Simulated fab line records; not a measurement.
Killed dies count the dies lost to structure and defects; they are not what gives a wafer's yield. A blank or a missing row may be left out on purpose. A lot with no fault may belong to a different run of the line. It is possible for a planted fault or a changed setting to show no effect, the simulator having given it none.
fab line records -- flow sky130
record: lots: 5, wafers: 23
route steps=708 shown GATE_OXIDE@196 POLY_GATE@221 LDD_P@261 LDD_HVP@286 POLY_CUT@317
start_h: hours from the record's first day to the start of the lot's first wafer shown -- wait_h: how many hours have passed since the lot's step before this one -- " repeats the value in the row above -- L1.1+2: several wafers, shown together as one row -- - no value, or no start was given -- * or withheld: withheld -- < > ~ a bound
route shown NAME@n: a module of which the file shows steps, and the number in the route of the first -- usual: the fault-free wafers' mean and standard deviation -- same: alike in all rows -- chamber/n: place in a boat -- sites: each site's reading -- _std_site: the values' standard deviation -- _edge_site: outer sites' mean less inner sites' -- radius_mm: how far each site lies from the wafer's centre -- mask NAME#n: copy n -- behind: the most recent tool/chamber to have shaped the wafer -- hold: reason for holding the lot/hours on hold/outcome of the hold -- device: the n, p or np transistor that did not switch -- end of line: the same wafers' tests at the end of the route -- a step given without rows: its recipe and nothing more -- killed: the dies lost at the first sort to structure and to defects; this is not the yield of the wafer -- map: shows each die of a wafer: x if killed, . if not, _ if none is there
set.NAME: the run value of the setting; set.NAME@STEP: its run value at that earlier step -- model.NAME: the simulator's own value behind a step, which no gauge read
lots whose settings were changed on purpose; a table a step, a row a wafer
== steps ==
step: SKY_GATE_OXIDE_DEVELOP_09
recipe: resist: NOVOLAK, developer: TMAH, develop_time_s: 60, dev_temp_c: 23
lot.wafer,tool,chamber,start_h,wait_h,set.develop_time_s
L076.1+2,litho_track-02,0,335.03,0.1,60
L076.3+5+6,litho_track-02,0,335.03,0.1,62.51
L078.1+3+4+5+6,litho_track-03,0,347.94,0.1,60
L081.4+5+6,litho_track-02,0,369.55,0.1,60
L083.1+3+4,litho_track-04,0,385.91,0.1,54.59
L083.2+5,litho_track-04,0,385.91,0.1,60
L084.1+2,litho_track-02,0,490.33,0.1,67.79
L084.3+4+5,litho_track-02,0,490.33,0.1,60
step: SKY_GATE_OXIDE_IMPLANT_11
recipe: species: B, energy_kev: 10, dose_cm2: 2.6e+12, tilt_deg: withheld
step: SKY_GATE_OXIDE_CLEAN_15
recipe: chemistry: SC1/SC2, mix: 1:4:20, temp_c: 70, time_s: 150, dry: n2_spin
step: SKY_GATE_OXIDE_OXIDATION_16
recipe: temp_c: 800, ambient: O2, idle_temp_c: 700, ramp_up_c_per_min: 10, ramp_down_c_per_min: 3, stabilise_s: 600, purge_s: 300, target_thk_a: 35.7, ox_time_s: 1915
lot.wafer,tool,chamber,start_h,wait_h,set.temp_c@GATE_OXIDE_OXIDATION_01,model.SiO2_of_GATE_OXIDE_OXIDATION_01.thk_nm
L076.1,furnace-02,0,336.48,0.7,919.8,13.81
L076.2+6,furnace-02,0,336.48,0.7,919.8,13.75
L076.3,furnace-02,0,336.48,0.7,919.8,13.9
L076.5,furnace-02,0,336.48,0.7,919.8,13.88
L078.1,furnace-02,0,348.60,0.0,889.3,10.68
L078.3,furnace-02,0,348.60,0.0,889.3,10.44
L078.4,furnace-02,0,348.60,0.0,889.3,10.71
L078.5,furnace-02,0,348.60,0.0,889.3,10.53
L078.6,furnace-02,0,348.60,0.0,889.3,10.56
L081.4,furnace-01,0,370.13,0.0,900,11.53
L081.5,furnace-01,0,370.13,0.0,900,11.57
L081.6,furnace-01,0,370.13,0.0,900,11.63
L083.1,furnace-02,0,386.55,0.0,900,11.42
L083.2,furnace-02,0,386.55,0.0,900,11.53
L083.3,furnace-02,0,386.55,0.0,900,11.41
L083.4,furnace-02,0,386.55,0.0,900,11.49
L083.5,furnace-02,0,386.55,0.0,900,11.29
L084.1,furnace-01,0,492.06,1.1,926.1,14.67
L084.2,furnace-01,0,492.06,1.1,926.1,14.69
L084.3,furnace-01,0,492.06,1.1,926.1,14.74
L084.4,furnace-01,0,492.06,1.1,926.1,14.81
L084.5,furnace-01,0,492.06,1.1,926.1,14.77
step: SKY_POLY_GATE_COAT_07
recipe: resist: BARC, temp_c: withheld, time_s: withheld, spin_rpm: 3000, resist_thk_nm: 110
lot.wafer,tool,chamber,start_h,wait_h,set.spin_rpm,model.BARC_of_POLY_GATE_COAT_07.thk_nm
L076.1,litho_track-04,0,448.21,0.1,3000,110.1
L076.2,litho_track-04,0,448.21,0.1,2803,113.5
L076.3,litho_track-04,0,448.21,0.1,3000,110
L076.5,litho_track-04,0,448.21,0.1,2803,113.8
L076.6,litho_track-04,0,448.21,0.1,3000,110.2
L078.1,litho_track-01,0,448.52,0.1,3000,109.6
L078.3,litho_track-01,0,448.52,0.1,3000,109.1
L078.4,litho_track-01,0,448.52,0.1,3167,106.4
L078.5,litho_track-01,0,448.52,0.1,3167,106
L078.6,litho_track-01,0,448.52,0.1,3167,106.5
L081.4+6,litho_track-01,0,449.40,0.1,3000,109.4
L081.5,litho_track-01,0,449.40,0.1,3000,109.7
L083.1,litho_track-04,0,449.81,0.1,2877,112.4
L083.2,litho_track-04,0,449.81,0.1,3000,109.7
L083.3,litho_track-04,0,449.81,0.1,3000,109.9
L083.4,litho_track-04,0,449.81,0.1,2877,112.5
L083.5,litho_track-04,0,449.81,0.1,3000,110
L084.1,litho_track-01,0,537.17,0.1,3000,109.5
L084.2+4,litho_track-01,0,537.17,0.1,3000,109.7
L084.3,litho_track-01,0,537.17,0.1,3000,110.3
L084.5,litho_track-01,0,537.17,0.1,3000,109.6
step: SKY_POLY_GATE_EXPOSE_10
recipe: mask_id: P1M, na: 0.68, source_shape: conventional, sigma_outer: 0.6, target_cd_nm: 150, dose_mj: 28
lot.wafer,tool,chamber,start_h,wait_h,mask,set.dose_mj
L076.1+3,krf_scanner-02,0,-,-,P1M#0,29.89
L076.2+5+6,krf_scanner-02,0,-,-,P1M#0,28
L078.1+6,krf_scanner-02,0,-,-,P1M#0,27.03
L078.3+4+5,krf_scanner-02,0,-,-,P1M#0,28
L081.4+5+6,krf_scanner-02,0,-,-,P1M#0,28
L083.1+5,krf_scanner-01,0,-,-,P1M#0,28
L083.2+3+4,krf_scanner-01,0,-,-,P1M#0,27.1
L084.1+2+5,krf_scanner-02,0,-,-,P1M#0,28
L084.3+4,krf_scanner-02,0,-,-,P1M#0,26.8
step: SKY_POLY_GATE_PEB_11
recipe: peb_temp_c: withheld, peb_time_s: withheld, resist: KrF-thick
step: SKY_POLY_GATE_DEVELOP_12
recipe: develop_time_s: 58.51, resist: KrF-thick, dev_temp_c: 21
lot.wafer,tool,chamber,start_h,wait_h,set.dose_mj@POLY_GATE_EXPOSE_10,model.POLY_GATE.cd_nm
L076.1,litho_track-03,0,-,-,29.89,135.5
L076.2,litho_track-03,0,-,-,28,148.3
L076.3,litho_track-03,0,-,-,29.89,136.3
L076.5,litho_track-03,0,-,-,28,149.2
L076.6,litho_track-03,0,-,-,28,148
L078.1,litho_track-03,0,-,-,27.03,152.3
L078.3,litho_track-03,0,-,-,28,148.1
L078.4,litho_track-03,0,-,-,28,146.3
L078.5,litho_track-03,0,-,-,28,149
L078.6,litho_track-03,0,-,-,27.03,154.2
L083.1,litho_track-03,0,-,-,28,148.1
L083.2,litho_track-03,0,-,-,27.1,152.5
L083.3,litho_track-03,0,-,-,27.1,152.9
L083.4,litho_track-03,0,-,-,27.1,156.2
L083.5,litho_track-03,0,-,-,28,150.8
L081.4,litho_track-04,0,-,-,28,149.2
L081.5,litho_track-04,0,-,-,28,150.7
L081.6,litho_track-04,0,-,-,28,150
L084.1,litho_track-01,0,-,-,28,148.7
L084.2,litho_track-01,0,-,-,28,149.4
L084.3,litho_track-01,0,-,-,26.8,157.1
L084.4,litho_track-01,0,-,-,26.8,158.1
L084.5,litho_track-01,0,-,-,28,150.7
step: SKY_POLY_GATE_CD_MEAS_13
recipe: target_cd_nm: 150
usual: cd_nm: 149.6/1.3
lot.wafer,tool,chamber,start_h,wait_h,set.dose_mj@POLY_GATE_EXPOSE_10,cd_nm
L076.1,cd_sem-02,-,463.78,-,29.89,135.7
L076.2,cd_sem-02,-,463.78,-,28,147.8
L076.3,cd_sem-02,-,463.78,-,29.89,136.3
L076.5,cd_sem-02,-,463.78,-,28,149.3
L076.6,cd_sem-02,-,463.78,-,28,147.8
L078.1,cd_sem-02,-,464.13,-,27.03,152.1
L078.3,cd_sem-02,-,464.13,-,28,147.7
L078.4,cd_sem-02,-,464.13,-,28,146.1
L078.5,cd_sem-02,-,464.13,-,28,149.4
L078.6,cd_sem-02,-,464.13,-,27.03,154.3
L081.4,cd_sem-01,-,464.77,-,28,149.1
L081.5,cd_sem-01,-,464.77,-,28,151.0
L081.6,cd_sem-01,-,464.77,-,28,149.8
L083.1,cd_sem-02,-,464.79,-,28,148.0
L083.2,cd_sem-02,-,464.79,-,27.1,152.5
L083.3,cd_sem-02,-,464.79,-,27.1,152.8
L083.4,cd_sem-02,-,464.79,-,27.1,156.1
L083.5,cd_sem-02,-,464.79,-,28,150.4
L084.1,cd_sem-02,-,553.92,-,28,148.7
L084.2,cd_sem-02,-,553.92,-,28,149.3
L084.3,cd_sem-02,-,553.92,-,26.8,157.1
L084.4,cd_sem-02,-,553.92,-,26.8,158.1
L084.5,cd_sem-02,-,553.92,-,28,150.4
step: SKY_POLY_GATE_ETCH_15
recipe: chemistry: N2/H2, target: BARC, ion_energy_ev: 200, source_w: 500, bias_w: 100, pressure_mtorr: 30, n2_flow_sccm: 100, h2_flow_sccm: 200, stop_on: SiO2, time_s: 118.5, target_depth_a: 1100
lot.wafer,tool,chamber,start_h,wait_h,set.dose_mj@POLY_GATE_EXPOSE_10,model.POLY_GATE.cd_nm
L076.1,rie_diel-02,1,463.93,0.0,29.89,135.3
L076.2,rie_diel-02,2,463.93,0.0,28,149.2
L076.3,rie_diel-02,3,463.93,0.0,29.89,137.3
L076.5,rie_diel-02,1,463.93,0.0,28,148
L076.6,rie_diel-02,2,463.93,0.0,28,148.8
L078.1,rie_diel-03,2,464.28,0.0,27.03,149.4
L078.3,rie_diel-03,0,464.28,0.0,28,147.3
L078.4,rie_diel-03,3,464.28,0.0,28,144
L078.5,rie_diel-03,3,464.28,0.0,28,147.4
L078.6,rie_diel-03,0,464.28,0.0,27.03,155.1
L081.4,rie_diel-03,0,464.86,0.0,28,150.7
L081.5,rie_diel-03,1,464.86,0.0,28,149.4
L081.6,rie_diel-03,0,464.86,0.0,28,149.3
L083.1,rie_diel-02,0,464.95,0.0,28,145.9
L083.2,rie_diel-02,2,464.95,0.0,27.1,153.1
L083.3,rie_diel-02,1,464.95,0.0,27.1,153.2
L083.4,rie_diel-02,3,464.95,0.0,27.1,157.4
L083.5,rie_diel-02,3,464.95,0.0,28,150.8
L084.1,rie_diel-03,0,554.08,0.0,28,150.1
L084.2,rie_diel-03,3,554.08,0.0,28,148
L084.3,rie_diel-03,2,554.08,0.0,26.8,155.1
L084.4,rie_diel-03,1,554.08,0.0,26.8,157
L084.5,rie_diel-03,0,554.08,0.0,28,153
step: SKY_POLY_GATE_ETCH_17
recipe: target_depth_nm: 180, stop_on: SiO2, over_etch_frac: 0.56667, chemistry: HBr/Cl2, target: poly-Si, icp_w: 400, bias_w: 100, pressure_mtorr: 10, HBr_flow_sccm: 150, Cl2_flow_sccm: 50, time_s: 70.5
usual: oes_product_au: 0.973/0.0071
lot.wafer,tool,chamber,start_h,wait_h,set.time_s,oes_product_au,model.POLY_GATE.feature_depth_nm,model.KrF-thick_of_POLY_GATE_COAT_08.thk_nm
L076.1,rie_si-02,1,464.11,0.0,70.5,0.979,174.6,136.6
L076.2,rie_si-02,3,464.11,0.0,65.24,1.005,168.4,149.1
L076.3,rie_si-02,0,464.11,0.0,65.24,1.003,168.4,145.9
L076.5,rie_si-02,0,464.11,0.0,70.5,0.977,175.8,140.1
L076.6,rie_si-02,3,464.11,0.0,70.5,0.975,175.9,142.8
L078.1,rie_si-02,1,464.46,0.0,70.5,0.974,176.1,135.2
L078.3,rie_si-02,0,464.46,0.0,70.5,0.981,177,136.5
L078.4,rie_si-02,2,464.46,0.0,63.03,0.995,160.8,149.8
L078.5,rie_si-02,1,464.46,0.0,63.03,1.010,161.8,149.3
L078.6,rie_si-02,2,464.46,0.0,70.5,0.975,176.3,141.8
L081.4,rie_si-01,2,465.04,0.0,70.5,0.974,173.8,138.3
L081.5,rie_si-01,1,465.04,0.0,70.5,0.968,173.8,141.4
L081.6,rie_si-01,0,465.04,0.0,70.5,0.964,174.9,141.3
L083.1,rie_si-02,0,465.13,0.0,70.5,0.966,172.2,134.8
L083.2,rie_si-02,1,465.13,0.0,70.5,0.969,174.5,139.5
L083.3,rie_si-02,2,465.13,0.0,70.5,0.978,174,137
L083.4,rie_si-02,3,465.13,0.0,70.5,0.974,173.8,139.5
L083.5,rie_si-02,2,465.13,0.0,70.5,0.968,173.2,140.7
L084.1,rie_si-01,0,554.26,0.0,80.53,0.939,174.7,131
L084.2,rie_si-01,2,554.26,0.0,70.5,0.980,176.4,139.1
L084.3,rie_si-01,3,554.26,0.0,70.5,0.987,176.8,137.1
L084.4,rie_si-01,1,554.26,0.0,80.53,0.950,175.5,128.7
L084.5,rie_si-01,3,554.26,0.0,70.5,0.968,175.4,143.5
step: SKY_POLY_GATE_STRIP_18
recipe: chemistry: O2/N2, power_w: 1400, pressure_mtorr: 1500, platen_temp_c: withheld, o2_flow_sccm: 3000, n2_flow_sccm: 300, overash_fraction: 0.5
usual: strip_time_to_endpoint_s: 3.165/0.029
lot.wafer,tool,chamber,start_h,wait_h,set.time_s@POLY_GATE_ETCH_17,strip_time_to_endpoint_s
L076.1,plasma_asher-04,1,464.17,0.0,70.5,3.125
L076.2,plasma_asher-04,0,464.17,0.0,65.24,3.304
L076.3,plasma_asher-04,1,464.17,0.0,65.24,3.215
L076.5,plasma_asher-04,1,464.17,0.0,70.5,3.212
L076.6,plasma_asher-04,0,464.17,0.0,70.5,3.206
L078.1,plasma_asher-02,0,464.52,0.0,70.5,3.122
L078.3,plasma_asher-02,1,464.52,0.0,70.5,3.108
L078.4,plasma_asher-02,0,464.52,0.0,63.03,3.217
L078.5,plasma_asher-02,1,464.52,0.0,63.03,3.213
L078.6,plasma_asher-02,0,464.52,0.0,70.5,3.146
L081.4,plasma_asher-04,0,465.13,0.1,70.5,3.151
L081.5,plasma_asher-04,0,465.13,0.1,70.5,3.177
L081.6,plasma_asher-04,1,465.13,0.1,70.5,3.167
L083.1,plasma_asher-02,1,465.19,0.0,70.5,3.128
L083.2,plasma_asher-02,0,465.19,0.0,70.5,3.147
L083.3,plasma_asher-02,1,465.19,0.0,70.5,3.140
L083.4,plasma_asher-02,0,465.19,0.0,70.5,3.182
L083.5,plasma_asher-02,1,465.19,0.0,70.5,3.164
L084.1,plasma_asher-03,1,554.32,0.0,80.53,3.051
L084.2,plasma_asher-03,0,554.32,0.0,70.5,3.167
L084.3,plasma_asher-03,0,554.32,0.0,70.5,3.144
L084.4,plasma_asher-03,1,554.32,0.0,80.53,3.025
L084.5,plasma_asher-03,0,554.32,0.0,70.5,3.195
step: SKY_POLY_GATE_CLEAN_19
recipe: chemistry: SC1/SC2, mix: 1:4:20, temp_c: 70, time_s: 150, dry: n2_spin
step: SKY_POLY_GATE_OXIDATION_20
recipe: temp_c: 850, ambient: O2, stabilise_s: 600, purge_s: 300, target_thk_a: 40, ox_time_s: 899
step: SKY_POLY_GATE_CD_MEAS_22
usual: cd_nm: 149.0/2.1
lot.wafer,tool,chamber,start_h,wait_h,set.dose_mj@POLY_GATE_EXPOSE_10,cd_nm
L076.1,cd_sem-02,-,467.90,0.1,29.89,136.0
L076.2,cd_sem-02,-,467.90,0.1,28,148.4
L076.3,cd_sem-02,-,467.90,0.1,29.89,136.9
L076.5,cd_sem-02,-,467.90,0.1,28,147.5
L076.6,cd_sem-02,-,467.90,0.1,28,148.8
L078.1,cd_sem-02,-,468.24,0.3,27.03,149.2
L078.3,cd_sem-02,-,468.24,0.3,28,147.6
L078.4,cd_sem-02,-,468.24,0.3,28,142.2
L078.5,cd_sem-02,-,468.24,0.3,28,147.4
L078.6,cd_sem-02,-,468.24,0.3,27.03,152.7
L083.1,cd_sem-01,-,468.41,0.4,28,145.3
L083.2,cd_sem-01,-,468.41,0.4,27.1,153.3
L083.3,cd_sem-01,-,468.41,0.4,27.1,151.2
L083.4,cd_sem-01,-,468.41,0.4,27.1,157.7
L083.5,cd_sem-01,-,468.41,0.4,28,149.3
L081.4,cd_sem-01,-,468.67,0.7,28,150.5
L081.5,cd_sem-01,-,468.67,0.7,28,148.6
L081.6,cd_sem-01,-,468.67,0.7,28,149.5
L084.1,cd_sem-02,-,555.78,0.1,28,150.9
L084.2,cd_sem-02,-,555.78,0.1,28,147.1
L084.3,cd_sem-02,-,555.78,0.1,26.8,156.3
L084.4,cd_sem-02,-,555.78,0.1,26.8,156.6
L084.5,cd_sem-02,-,555.78,0.1,28,154.0
step: SKY_LDD_P_DEVELOP_06
recipe: resist: NOVOLAK, developer: TMAH, develop_time_s: 60, dev_temp_c: 23
lot.wafer,tool,chamber,start_h,wait_h,set.dev_temp_c
L076.1+2+5,litho_track-02,0,527.03,0.1,24.31
L076.3+6,litho_track-02,0,527.03,0.1,23
L078.1+3,litho_track-02,0,527.33,0.1,19.28
L078.4+5+6,litho_track-02,0,527.33,0.1,23
L083.1+2,litho_track-03,0,529.94,0.1,23
L083.3+4+5,litho_track-03,0,529.94,0.1,20.62
L081.4+5+6,litho_track-03,0,530.61,0.1,23
L084.1+2+3,litho_track-02,0,613.32,0.1,23
L084.4+5,litho_track-02,0,613.32,0.1,26.44
step: SKY_LDD_P_CD_MEAS_07
recipe: target_cd_nm: 380
usual: cd_nm: 380/3.3
lot.wafer,tool,chamber,start_h,wait_h,set.dev_temp_c@LDD_P_DEVELOP_06,cd_nm
L076.1,cd_sem-02,-,527.18,0.1,24.31,376
L076.2,cd_sem-02,-,527.18,0.1,24.31,376
L076.3,cd_sem-02,-,527.18,0.1,23,378
L076.5,cd_sem-02,-,527.18,0.1,24.31,374
L076.6,cd_sem-02,-,527.18,0.1,23,378
L078.1,cd_sem-01,-,527.48,0.1,19.28,389
L078.3,cd_sem-01,-,527.48,0.1,19.28,389
L078.4,cd_sem-01,-,527.48,0.1,23,378
L078.5,cd_sem-01,-,527.48,0.1,23,379
L078.6,cd_sem-01,-,527.48,0.1,23,378
L083.1,cd_sem-02,-,530.16,0.2,23,386
L083.2,cd_sem-02,-,530.16,0.2,23,385
L083.3,cd_sem-02,-,530.16,0.2,20.62,392
L083.4,cd_sem-02,-,530.16,0.2,20.62,394
L083.5,cd_sem-02,-,530.16,0.2,20.62,391
L081.4,cd_sem-01,-,530.75,0.1,23,378
L081.5,cd_sem-01,-,530.75,0.1,23,378
L081.6,cd_sem-01,-,530.75,0.1,23,378
L084.1,cd_sem-01,-,613.47,0.1,23,375
L084.2,cd_sem-01,-,613.47,0.1,23,376
L084.3,cd_sem-01,-,613.47,0.1,23,374
L084.4,cd_sem-01,-,613.47,0.1,26.44,365
L084.5,cd_sem-01,-,613.47,0.1,26.44,364
step: SKY_LDD_P_IMPLANT_09
recipe: species: BF2, energy_kev: 25, dose_cm2: 1e+13, tilt_deg: withheld
lot.wafer,tool,chamber,start_h,wait_h,set.energy_kev,model.implant.rp_nm,model.implant.drp_nm
L076.1+2+3+5+6,implanter-03,0,527.33,0.0,25,21.67,11.41
L078.1+5,implanter-02,0,527.63,0.0,25,20.73,11.41
L078.3+4+6,implanter-02,0,527.63,0.0,26.01,21.4,11.73
L083.1+3+5,implanter-01,0,530.32,0.0,24.3,19.94,11.18
L083.2+4,implanter-01,0,530.32,0.0,25,20.4,11.41
L081.4+5+6,implanter-02,0,530.92,0.1,25,20.78,11.41
L084.1+5,implanter-03,0,613.63,0.0,25,20.86,11.41
L084.2+3+4,implanter-03,0,613.63,0.0,23.51,19.85,10.93
step: SKY_LDD_P_STRIP_10
recipe: chemistry: O2/N2, power_w: 1400, pressure_mtorr: 1500, platen_temp_c: withheld, o2_flow_sccm: 3000, n2_flow_sccm: 300, overash_fraction: 0.5
step: SKY_LDD_P_TW_MEAS_11
usual: LDD_P_TW: 631/3.1
lot.wafer,tool,chamber,start_h,wait_h,set.energy_kev@LDD_P_IMPLANT_09,LDD_P_TW
L076.1,film_metro-04,-,527.58,0.1,25,636
L076.2,film_metro-04,-,527.58,0.1,25,634
L076.3,film_metro-04,-,527.58,0.1,25,635
L076.5,film_metro-04,-,527.58,0.1,25,635
L076.6,film_metro-04,-,527.58,0.1,25,634
L078.1,film_metro-02,-,527.88,0.1,25,630
L078.3,film_metro-02,-,527.88,0.1,26.01,635
L078.4,film_metro-02,-,527.88,0.1,26.01,637
L078.5,film_metro-02,-,527.88,0.1,25,631
L078.6,film_metro-02,-,527.88,0.1,26.01,636
L083.1,film_metro-04,-,530.72,0.1,24.3,628
L083.2,film_metro-04,-,530.72,0.1,25,627
L083.3,film_metro-04,-,530.72,0.1,24.3,625
L083.4,film_metro-04,-,530.72,0.1,25,629
L083.5,film_metro-04,-,530.72,0.1,24.3,629
L081.4,film_metro-02,-,531.12,0.1,25,632
L081.5,film_metro-02,-,531.12,0.1,25,630
L081.6,film_metro-02,-,531.12,0.1,25,631
L084.1,film_metro-04,-,613.88,0.1,25,632
L084.2,film_metro-04,-,613.88,0.1,23.51,622
L084.3,film_metro-04,-,613.88,0.1,23.51,618
L084.4,film_metro-04,-,613.88,0.1,23.51,618
L084.5,film_metro-04,-,613.88,0.1,25,633
step: SKY_LDD_HVP_IMPLANT_08
recipe: species: B, energy_kev: 20, dose_cm2: 1.7e+13, tilt_deg: 17.9
lot.wafer,tool,chamber,start_h,wait_h,set.dose_cm2
L076.1+6,implanter-03,0,586.30,0.0,1.7e+13
L076.2+3+5,implanter-03,0,586.30,0.0,1.653e+13
L078.1+4+6,implanter-02,0,586.59,0.0,1.7e+13
L078.3+5,implanter-02,0,586.59,0.0,1.827e+13
L083.1+4+5,implanter-04,0,588.49,0.0,1.813e+13
L083.2+3,implanter-04,0,588.49,0.0,1.7e+13
L081.4+5+6,implanter-03,0,589.43,0.1,1.7e+13
L084.1+4+5,implanter-04,0,670.26,0.0,1.575e+13
L084.2+3,implanter-04,0,670.26,0.0,1.7e+13
step: SKY_LDD_HVP_STRIP_09
recipe: chemistry: O2/N2, power_w: 1400, pressure_mtorr: 1500, platen_temp_c: withheld, o2_flow_sccm: 3000, n2_flow_sccm: 300, overash_fraction: 0.5
step: SKY_LDD_HVP_TW_MEAS_10
usual: LDD_HVP_TW: 455.2/2.6
lot.wafer,tool,chamber,start_h,wait_h,set.dose_cm2@LDD_HVP_IMPLANT_08,LDD_HVP_TW
L076.1,film_metro-02,-,586.55,0.1,1.7e+13,455.4
L076.2,film_metro-02,-,586.55,0.1,1.653e+13,450.3
L076.3,film_metro-02,-,586.55,0.1,1.653e+13,445.7
L076.5,film_metro-02,-,586.55,0.1,1.653e+13,453.8
L076.6,film_metro-02,-,586.55,0.1,1.7e+13,456.0
L078.1,film_metro-04,-,586.84,0.1,1.7e+13,452.6
L078.3,film_metro-04,-,586.84,0.1,1.827e+13,464.0
L078.4,film_metro-04,-,586.84,0.1,1.7e+13,448.8
L078.5,film_metro-04,-,586.84,0.1,1.827e+13,460.7
L078.6,film_metro-04,-,586.84,0.1,1.7e+13,451.8
L083.1,film_metro-01,-,588.74,0.1,1.813e+13,465.7
L083.2,film_metro-01,-,588.74,0.1,1.7e+13,457.6
L083.3,film_metro-01,-,588.74,0.1,1.7e+13,454.4
L083.4,film_metro-01,-,588.74,0.1,1.813e+13,463.8
L083.5,film_metro-01,-,588.74,0.1,1.813e+13,465.4
L081.4,film_metro-01,-,589.64,0.1,1.7e+13,455.4
L081.5,film_metro-01,-,589.64,0.1,1.7e+13,457.0
L081.6,film_metro-01,-,589.64,0.1,1.7e+13,457.8
L084.1,film_metro-01,-,670.51,0.1,1.575e+13,447.8
L084.2,film_metro-01,-,670.51,0.1,1.7e+13,461.4
L084.3,film_metro-01,-,670.51,0.1,1.7e+13,459.1
L084.4,film_metro-01,-,670.51,0.1,1.575e+13,449.0
L084.5,film_metro-01,-,670.51,0.1,1.575e+13,445.2
step: SKY_POLY_CUT_ETCH_10
recipe: chemistry: N2/H2, target: BARC, ion_energy_ev: 200, source_w: 500, bias_w: 100, pressure_mtorr: 30, n2_flow_sccm: 100, h2_flow_sccm: 200, stop_on: SiO2, time_s: 45.9, target_depth_a: 600
usual: oes_product_au: 0.855/0.0052
lot.wafer,tool,chamber,start_h,wait_h,set.time_s,oes_product_au,model.KrF-thick_of_POLY_CUT_COAT_03.thk_nm
L076.1,rie_diel-02,2,644.36,0.0,45.9,0.856,406.2
L076.2,rie_diel-02,3,644.36,0.0,39.58,0.928,409.9
L076.3,rie_diel-02,1,644.36,0.0,39.58,0.932,410.9
L076.5,rie_diel-02,1,644.36,0.0,45.9,0.850,405.7
L076.6,rie_diel-02,3,644.36,0.0,39.58,0.930,409.8
L078.1,rie_diel-04,1,644.58,0.0,45.9,0.864,409.9
L078.3,rie_diel-04,2,644.58,0.0,45.9,0.847,408.7
L078.4,rie_diel-04,2,644.58,0.0,50.47,0.838,405.9
L078.5,rie_diel-04,1,644.58,0.0,50.47,0.837,406.7
L078.6,rie_diel-04,0,644.58,0.0,45.9,0.854,408.3
L083.1,rie_diel-04,0,647.61,0.0,40.13,0.938,410.4
L083.2,rie_diel-04,2,647.61,0.0,40.13,0.929,412.2
L083.3,rie_diel-04,1,647.61,0.0,45.9,0.857,407.6
L083.4,rie_diel-04,1,647.61,0.0,40.13,0.931,411.7
L083.5,rie_diel-04,0,647.61,0.0,45.9,0.854,408
L081.4,rie_diel-01,1,649.19,0.0,45.9,0.851,407.9
L081.5,rie_diel-01,1,649.19,0.0,45.9,0.862,409
L081.6,rie_diel-01,0,649.19,0.0,45.9,0.854,408.9
L084.1,rie_diel-01,1,727.60,0.0,41.8,0.904,408.3
L084.2,rie_diel-01,0,727.60,0.0,45.9,0.855,406.6
L084.3,rie_diel-01,3,727.60,0.0,41.8,0.902,409.4
L084.4,rie_diel-01,2,727.60,0.0,41.8,0.894,411.6
L084.5,rie_diel-01,2,727.60,0.0,45.9,0.859,408.1
== key ==
split: step: SKY_GATE_OXIDE_DEVELOP_09, setting: develop_time_s, stated: 60, by: wafer
response none clear
split: step: SKY_POLY_GATE_COAT_07, setting: spin_rpm, stated: 3000, by: wafer
response: step: SKY_POLY_GATE_COAT_07, reading: model.BARC_of_POLY_GATE_COAT_07.thk_nm, change: -0.563, per: 1%, r: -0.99
split: step: SKY_POLY_GATE_EXPOSE_10, setting: dose_mj, stated: 28, by: wafer
response: step: SKY_POLY_GATE_DEVELOP_12, reading: model.POLY_GATE.cd_nm, change: -1.77, per: 1%, r: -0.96
response: step: SKY_POLY_GATE_CD_MEAS_13, reading: cd_nm, change: -1.76, per: 1%, r: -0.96
response: step: SKY_POLY_GATE_ETCH_15, reading: model.POLY_GATE.cd_nm, change: -1.72, per: 1%, r: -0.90
response: step: SKY_POLY_GATE_CD_MEAS_22, reading: cd_nm, change: -1.67, per: 1%, r: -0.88
split: step: SKY_POLY_GATE_ETCH_17, setting: time_s, stated: 70.5, by: wafer
response: step: SKY_POLY_GATE_ETCH_17, reading: oes_product_au, change: -0.00257, per: 1%, r: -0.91
response: step: SKY_POLY_GATE_ETCH_17, reading: model.POLY_GATE.feature_depth_nm, shape: bent, at_lowest: 161.3, at_stated: 175, at_highest: 175.1
response: step: SKY_POLY_GATE_ETCH_17, reading: model.KrF-thick_of_POLY_GATE_COAT_08.thk_nm, change: -0.876, per: 1%, r: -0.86
response: step: SKY_POLY_GATE_STRIP_18, reading: strip_time_to_endpoint_s, change: *, per: 1%, r: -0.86
split: step: SKY_LDD_P_DEVELOP_06, setting: dev_temp_c, stated: 23, by: wafer
response: step: SKY_LDD_P_CD_MEAS_07, reading: cd_nm, change: -0.66, per: 1%, r: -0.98
split: step: SKY_LDD_P_IMPLANT_09, setting: energy_kev, stated: 25, by: wafer
response: step: SKY_LDD_P_IMPLANT_09, reading: model.implant.rp_nm, change: +0.167, per: 1%, r: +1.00
response: step: SKY_LDD_P_IMPLANT_09, reading: model.implant.drp_nm, change: +0.0808, per: 1%, r: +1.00
response: step: SKY_LDD_P_TW_MEAS_11, reading: LDD_P_TW, change: +1.73, per: 1%, r: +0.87
split: step: SKY_LDD_HVP_IMPLANT_08, setting: dose_cm2, stated: 1.7e+13, by: wafer
response: step: SKY_LDD_HVP_TW_MEAS_10, reading: LDD_HVP_TW, change: +1.58, per: 1%, r: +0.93
split: step: SKY_POLY_CUT_ETCH_10, setting: time_s, stated: 45.9, by: wafer
response: step: SKY_POLY_CUT_ETCH_10, reading: oes_product_au, shape: bent, at_lowest: 0.930, at_stated: 0.855, at_highest: 0.837
response: step: SKY_POLY_CUT_ETCH_10, reading: model.KrF-thick_of_POLY_CUT_COAT_03.thk_nm, change: -0.288, per: 1%, r: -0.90
split outside_this_file step=SKY_GATE_OXIDE_OXIDATION_01 setting=temp_c
split outside_this_file: this setting was split too, and the file shows its column; the key of that split is in another file
